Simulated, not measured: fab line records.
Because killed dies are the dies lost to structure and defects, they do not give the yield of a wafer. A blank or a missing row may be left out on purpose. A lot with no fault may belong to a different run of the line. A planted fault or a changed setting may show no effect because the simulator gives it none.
8D (eight disciplines) problem report, filled in by code | flow gf180mcu | the parts of the form that need people (team, actions taken, sign-off) are left out

1. THE PROBLEM
Mean HV_LDD_CVD_56_THK at GF_HV_LDD_THK_MEAS_57: 97.4 nm over 9 wafers in 3 lots; fault-free wafers: 89.9 nm, standard deviation 0.98. Measured from the usual mean, that is +7.7 standard deviations.
Earliest sighting: wafer L757.2 on filmMetro-02 at day 14 13:35. Wafers with a number at this step in the record: 36, from 12 lots. Rule for "out" (also "out of limits"): further than 4 standard deviations from the usual mean. The rest of the wafers with a number are treated as sound.

2. WHAT IT IS; WHAT IT IS NOT
question                    | is                                       | is not
which readings at this step | HV_LDD_CVD_56_THK                        | -
which lots                  | L757, L758, L760                         | L752, L753, L755, L761, L768, L769, L770, L772, L774
which wafers of those lots  | all that have a number                   | -
read on which gauges        | filmMetro-01, filmMetro-02, filmMetro-04 | -
when                        | from day 14 13:35                        | up to then (9 sound wafers); but 18 sound wafers of L761, L768, L769, L770, L772, L774 came after

3. WHAT RULES OUT EACH SUSPECT
Counting: any tool at a process step up to the reading is kept as a suspect provided that every lot that is out went through it and no sound lot did after the first of them.
- the gauge at GF_HV_LDD_THK_MEAS_57 has been ruled out. 3 gauges (filmMetro-01, filmMetro-02, filmMetro-04) read the wafers that are out.
- lpcvd-01 at GF_HV_LDD_CVD_56 (deposits Si3N4 from DCS/NH3, target thk 90 nm, time 1543 s): ruled out as a lasting fault. Sound lots L769, L770, L772, L774 ran on it after its first lot that is out, L757 (day 14 12:08).
Left after counting: nothing in the record.

4. THE CAUSE (what the simulator had put in)
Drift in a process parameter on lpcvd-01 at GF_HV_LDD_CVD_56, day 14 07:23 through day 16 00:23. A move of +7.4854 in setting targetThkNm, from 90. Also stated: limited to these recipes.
The count ruled it out by mistake, since the rule takes a fault to strike every lot its tool runs from the start of the fault on, and this one did not do so.

5. THE CHAIN OF EFFECTS, in route order
One row per reading whose mean, taken over the struck wafers that have a number, lies over 3 standard deviations from the usual. Scope: only readings with a usual standard deviation given in the record; hours: median across lots of the time from each lot's start at the first step in this table that gives one to its start at this step; sigmas: change in usual standard deviations.
hours | step                  | reading           | usual      | on struck wafers | change | sigmas
0     | GF_HV_LDD_THK_MEAS_57 | HV_LDD_CVD_56_THK | 89.9 nm    | 97.4             | +7.5   | +7.7
0     | GF_HV_LDD_ETCHBACK_58 | oesProductAu      | 0.842 a.u. | 0.880            | +0.038 | +5.5
The process steps in it:
- GF_HV_LDD_ETCHBACK_58: etches Si3N4 in CH3F/O2, stops on SiO2, time 100 s, target depth 90 nm.
Later steps that measure or inspect, where all struck wafers having a row at the step show a number for every such reading and not one has moved that far: GF_PSD_CD_MEAS_07.

6. WHAT WOULD HAVE CAUGHT IT SOONER
In this record the first reading out of limits at a measuring or inspecting step was taken at day 14 13:35, 6 hours after the fault began at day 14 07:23.
An alarm limit of 4 standard deviations would not have fired on the tool readings at GF_HV_LDD_CVD_56 for which the record gives a usual standard deviation, since none of them was out on any struck wafer.
